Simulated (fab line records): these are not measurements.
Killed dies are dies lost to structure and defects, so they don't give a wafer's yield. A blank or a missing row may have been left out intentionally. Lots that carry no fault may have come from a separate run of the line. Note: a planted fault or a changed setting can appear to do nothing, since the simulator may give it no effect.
Which of the tools did it? ; flow sky130 ; 6 lots with 18 wafers sampled at 2 steps, on a route of 708 steps

## WHAT EACH GAUGE READ, for each wafer
SKY_POLY_GATE_CD_MEAS_22.
lot;measured;on;cd_nm (nm)
L940;day 18 01:10;cd_sem-02;147.6 152.0 149.2
L944;day 19 08:46;cd_sem-02;154.3 149.3 152.1
L946;day 19 20:00;cd_sem-01;149.6 145.3 148.6
L955;day 22 22:08;cd_sem-02;152.1 152.3 151.5
L957;day 23 14:22;cd_sem-01;149.6 148.9 153.0
L959;day 25 01:11;cd_sem-02;148.2 153.3 148.2

## WHICH TOOL RAN EACH LOT (tool, then ch and the chambers of the sampled wafers, then the start)
lot;SKY_SONOS_ONO_OXIDATION_00
L940;furnace-01 ch 0, day 12 10:10
L944;furnace-01 ch 0, day 14 01:17
L946;furnace-01 ch 0, day 14 09:31
L955;furnace-02 ch 0, day 17 06:33
L957;furnace-01 ch 0, day 18 00:32
L959;furnace-01 ch 0, day 18 23:56
- SKY_SONOS_ONO_OXIDATION_00: stabilise 600 s, purge 300 s, target thk 2.6 nm.

## THE ANSWER, worked out from the rows above alone
Rule: the usual values come from the lots themselves. Put in order of their means at a reading, lots are off if they are a third of the lots or fewer, leave a main group of 4 or more, and stand apart from it by a gap of 3 or more times the standard deviation of the main group's means; of several such gaps the widest counts. The tables above print the reading to a certain number of digits; a main group whose means all agree to those digits is not used. A lot without any number at a reading at which 4 lots or more have one is off too. The other lots that the step has rows for count as sound.
No lot is off on any of the readings shown, so nothing can be concluded from this.

## WHAT THE SIMULATOR HAD INSERTED
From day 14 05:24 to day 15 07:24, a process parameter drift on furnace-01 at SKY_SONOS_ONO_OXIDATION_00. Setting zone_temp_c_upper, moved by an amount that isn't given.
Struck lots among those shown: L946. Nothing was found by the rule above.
